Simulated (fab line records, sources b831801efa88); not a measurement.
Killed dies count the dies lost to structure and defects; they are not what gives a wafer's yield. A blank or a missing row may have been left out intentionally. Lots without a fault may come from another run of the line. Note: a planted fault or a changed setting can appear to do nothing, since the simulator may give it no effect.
fab line records | flow sky130
[record] lots = 6 wafers = 18 last-day = 50
route steps=708 shown DNWELL@39 PWDE@45 PAD_OPEN@708
lots that met no fault: taken from a fault-free run of the same line
start-h: start of the lot's first displayed wafer, in hours after the record's first day | wait-h: hours elapsed since this lot's preceding step | " repeats the value in the row above | L1.1+2: a single row standing in for several wafers | - no value present, or no start provided | * or withheld: withheld | < > ~ a bound
route shown NAME@n: a module of which the file shows steps, and the number in the route of the first | usual: mean/standard deviation taken from wafers without a fault | same: alike in all rows | chamber/n: place in a boat | sites: readings site by site | _std_site: the standard deviation of these | _edge_site: inner sites' mean taken away from outer sites' mean | radius-mm: for every site, how far away it sits from the centre of the wafer | mask NAME#n: copy n | behind: tool/chamber where the wafer was last shaped | hold: the reason the lot was held/the length of the hold in hours/how it ended | device: the n, p or np transistor that did not switch | end of line: the same wafers' tests at the end of the route | a step with no rows: only its recipe | killed: count of dies lost to structure and defects at first sort (not the wafer's yield) | map: the dies of a wafer, with x for killed, . for not killed, _ for no die there
set.NAME: the setting that was run; set.NAME@STEP: the one run at that earlier step | model.NAME: the simulator's own value behind a step, which no gauge read
lots seen at some steps along the route; tables by step, rows by wafer
services: from which hour (start-h, from the record's first day; less than 0 if before it) a tool's chamber was out of use, for how many hours, and why
[[steps]]
[step SKY_DNWELL_EXPOSE_04]
[recipe] mask-id = DNM na = 0.57 target-cd-nm = 3000 dose-mj = 222
[step SKY_DNWELL_PEB_05]
[recipe] temp-c = 115 time-s = withheld
[step SKY_DNWELL_DEVELOP_06]
[recipe] wall-angle-deg = 90 developer = TMAH develop-time-s = 60 dev-temp-c = 23
[step SKY_DNWELL_IMPLANT_07]
[recipe] species = P energy-kev = withheld dose-cm2 = withheld tilt-deg = withheld
[step SKY_DNWELL_STRIP_08]
[recipe] chemistry = O2/N2 power-w = 1400 pressure-mtorr = 1500 platen-temp-c = withheld o2-flow-sccm = 3000 n2-flow-sccm = 300 overash-fraction = 0.5
[usual] chamber-pressure-mTorr = 1499.8/1.3 drypump-motor-current-A = 5.9/0.54 oes-product-au = 0.722/0.0046 strip-time-to-endpoint-s = 37.00/0.099
// columns lot.wafer tool chamber start-h wait-h chamber-pressure-mTorr drypump-motor-current-A oes-product-au rf-hours-counter-h strip-time-to-endpoint-s
L344.1 plasma-asher-02 0 70.32 0.1 1501.4 5.8 0.726 23 36.99
L344.4 " 0 " " 1497.4 5.8 0.730 - 37.05
L344.6 " 1 " " 1500.1 6.5 0.723 - 36.99
L346.1 plasma-asher-03 0 79.05 0.1 1501.1 6.2 0.721 40 36.95
L346.3 " 0 " " 1498.4 6.2 0.731 - 36.95
L346.4 " 1 " " 1499.0 5.3 0.724 - 36.93
L347.1 plasma-asher-03 0 87.51 0.1 1498.8 6.2 0.718 41 36.90
L347.2 " 1 " " 1500.2 5.3 0.725 41 36.89
L347.3 " 1 " " 1498.4 5.3 0.723 - 36.85
L356.1 plasma-asher-03 1 133.85 0.1 1500.6 5.3 0.732 0 37.05
L356.4 " 0 " " 1498.7 6.2 0.721 - 37.02
L356.6 " 0 " " 1499.1 6.2 0.715 - 37.05
L358.2 plasma-asher-03 1 144.30 0.1 1499.9 5.3 0.715 1 37.20
L358.3 " 1 " " 1500.4 5.3 0.722 - 37.04
L358.6 " 0 " " 1499.7 6.2 0.720 - 37.15
L362.2 plasma-asher-03 1 168.52 0.1 1500.4 5.3 0.724 4 37.00
L362.3 " 1 " " 1499.7 5.3 0.727 - 36.79
L362.4 " 0 " " 1500.1 6.2 0.720 - 36.81
[step SKY_DNWELL_TW_MEAS_09]
[usual] DNWELL_TW = 1119/11
// columns lot.wafer tool chamber start-h wait-h DNWELL_TW
L344.1 film-metro-04 - 70.42 0.1 1130
L344.4 " - " " 1132
L344.6 " - " " 1128
L346.1 film-metro-04 - 79.15 0.1 1127
L346.3 " - " " 1121
L346.4 " - " " 1123
L347.1 film-metro-04 - 87.61 0.1 1123
L347.2 " - " " 1126
L347.3 " - " " 1128
L356.1 film-metro-04 - 133.95 0.1 1122
L356.4 " - " " 1125
L356.6 " - " " 1127
L358.2 film-metro-01 - 144.41 0.1 1111
L358.3 " - " " 1116
L358.6 " - " " 1114
L362.2 film-metro-03 - 168.63 0.1 1105
L362.3 " - " " 1109
L362.4 " - " " 1106
[step SKY_PWDE_DEHYDRATE_00]
[recipe] temp-c = 200 time-s = 60
[step SKY_PWDE_HMDS_01]
[recipe] prime-time-s = 60 prime-temp-c = 120
[step SKY_PWDE_COAT_02]
[recipe] spin-rpm = 2000 resist-thk-nm = 3000
[step SKY_PWDE_SOFTBAKE_03]
[recipe] temp-c = 110 time-s = withheld
[step SKY_PWDE_EXPOSE_04]
[recipe] mask-id = PWDEM na = 0.6 source-shape = conventional sigma-outer = 0.6 polarization = unpolarized target-cd-nm = 840 dose-mj = 214
[step SKY_PWDE_PEB_05]
[recipe] temp-c = 115 time-s = withheld
[step SKY_PWDE_DEVELOP_06]
[recipe] wall-angle-deg = 90 developer = TMAH develop-time-s = 60 dev-temp-c = 23
[usual] developer-temp-C = 23.00/0.11
// columns lot.wafer tool chamber start-h wait-h developer-temp-C
L344.1 litho-track-01 0 86 - 23.90
L344.4 " 0 " " 23.94
L344.6 " 0 " " 23.84
L346.1 litho-track-01 0 96 - 23.69
L346.3 " 0 " " 23.82
L346.4 " 0 " " 23.65
L347.1 litho-track-04 0 105 - 22.73
L347.2 " 0 " " 22.87
L347.3 " 0 " " 22.88
L356.1 litho-track-01 0 152 - 23.11
L356.4 " 0 " " 23.07
L356.6 " 0 " " 23.14
L358.2 litho-track-04 0 164 - 23.10
L358.3 " 0 " " 23.05
L358.6 " 0 " " 23.20
L362.2 litho-track-04 0 189 - 22.87
L362.3 " 0 " " 23.04
L362.4 " 0 " " 23.04
[step SKY_PWDE_OVL_MEAS_07]
[usual] PWDE_OVL = -0.4/1.5
// columns lot.wafer tool chamber start-h wait-h PWDE_OVL[nm]
L344.1 overlay-01 - 86.30 - 1.1
L344.4 " - " " 0.0
L344.6 " - " " 0.3
L346.1 overlay-01 - 96.60 - 1.2
L346.3 " - " " 0.1
L346.4 " - " " -0.4
L347.1 overlay-01 - 105.18 - -1.1
L347.2 " - " " -2.3
L347.3 " - " " -1.7
L356.1 overlay-02 - 152.65 - -2.5
L356.4 " - " " -0.2
L356.6 " - " " -1.3
L358.2 overlay-01 - 164.44 - 2.4
L358.3 " - " " 0.9
L358.6 " - " " -0.7
L362.2 overlay-02 - 189.84 - -3.3
L362.3 " - " " -2.9
L362.4 " - " " -2.7
[step SKY_PAD_OPEN_PROBE_99]
[usual] killed_at_M0_to_M3 = 44/7.4 killed_at_M4_up = 3.1/1.8 killed-at-contacts = 24/5.6 killed-at-front-end = 15/4.9 killed-at-other = 0.4/0.59 killed-dies = 87/9.8 killed-open = 47/7.2 killed-short = 39/6.8
[same] gross-dies = 492 killed-at-back-side = 0
// columns lot.wafer tool chamber start-h wait-h killed_at_M0_to_M3 killed_at_M4_up killed-at-contacts killed-at-front-end killed-at-other killed-dies killed-open killed-short
L344.1 prober-01 - 1107.59 0.1 42 3 21 10 0 76 37 39
L344.4 prober-01 - 1107.74 0.2 47 0 22 15 0 84 44 40
L344.6 prober-01 - 1107.84 0.2 41 4 16 18 1 80 43 36
L362.2 prober-02 - 1189.84 0.1 41 2 21 16 0 80 47 33
L362.3 prober-02 - 1189.89 0.2 38 1 26 13 1 79 46 33
L362.4 prober-02 - 1189.94 0.2 43 3 21 20 2 89 38 50
// killed by level:class
L344.1 LI_CONTACT:geometric-particle:open=7 CONTACT:geometric-particle:open=7 METAL1:geometric-particle:short=6 METAL2:geometric-particle:short=6 VIA2:geometric-particle:open=5 VIA2:geometric-particle:short=5 SPACER:geometric-particle:short=4 VIA1:geometric-particle:open=4
L344.4 VIA1:geometric-particle:open=11 CONTACT:geometric-particle:open=9 LI_CONTACT:geometric-particle:open=6 VIA1:geometric-particle:short=6 VIA2:geometric-particle:open=6 VIA3:geometric-particle:open=5 METAL3:geometric-particle:short=5 FIELD_ISO:geometric-particle:short=4
L344.6 VIA3:geometric-particle:open=9 VIA2:geometric-particle:open=8 VIA1:geometric-particle:open=8 CONTACT:geometric-particle:open=6 SPACER:geometric-particle:short=5 LI_CONTACT:geometric-particle:short=4 METAL3:geometric-particle:short=4 METAL4:geometric-particle:short=4
L362.2 VIA1:geometric-particle:open=13 LI_CONTACT:geometric-particle:open=8 METAL2:geometric-particle:short=7 POLY_GATE:geometric-particle:short=6 VIA2:geometric-particle:open=6 FIELD_ISO:geometric-particle:open=4 CONTACT:geometric-particle:open=4 VIA3:geometric-particle:open=4
L362.3 LI_CONTACT:geometric-particle:open=11 VIA3:geometric-particle:open=8 CONTACT:geometric-particle:short=7 CONTACT:geometric-particle:open=7 METAL1:geometric-particle:short=5 METAL2:geometric-particle:short=5 VIA2:geometric-particle:open=5 VIA1:geometric-particle:open=4
L362.4 VIA1:geometric-particle:open=11 FIELD_ISO:geometric-particle:short=7 VIA3:geometric-particle:short=7 METAL2:geometric-particle:short=6 POLY_GATE:geometric-particle:short=5 LOCAL_INTERCONNECT:geometric-particle:short=5 CONTACT:geometric-particle:open=5 VIA3:geometric-particle:open=5
[[services]]
// columns tool chamber start-h hours kind
litho-track-01 - 48.43 - consumable-replace:filter
plasma-asher-03 - 92.47 28.1 pm
plasma-asher-03 - 120.57 9.0 pm
plasma-asher-03 0 120.57 9.0 vent-cycle
plasma-asher-03 1 120.57 9.0 vent-cycle
plasma-asher-03 0 129.57 - clean
plasma-asher-03 1 129.57 - clean
litho-track-04 - 167.26 - consumable-replace:filter
plasma-asher-02 - 180.28 14.6 pm
[[key]]
[first-sign] step = SKY_PWDE_DEVELOP_06 reading = developer-temp-C direction = up sigmas = 7.5 usual = * struck = *
effect none on later readings
met-at SKY_PWDE_DEVELOP_06
struck-wafers L344.1,L344.4,L344.6,L346.1,L346.3,L346.4
tester-left-out L344,L346
[fault] kind = process-parameter-drift tool = litho-track-01 chamber = - onset-h = 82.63 steps = SKY_PWDE_DEVELOP_06 channel = dev-temp-c offset = * shape = step end-h = 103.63 acts-in = * stated = *
// tester-left-out: of these lots the tester's yield and bins aren't shown, on N5 and GAA mostly nor the transistor test; their killed dies are dies lost to structure and defects alone, not to doping, threshold or leakage, so they don't give the yield
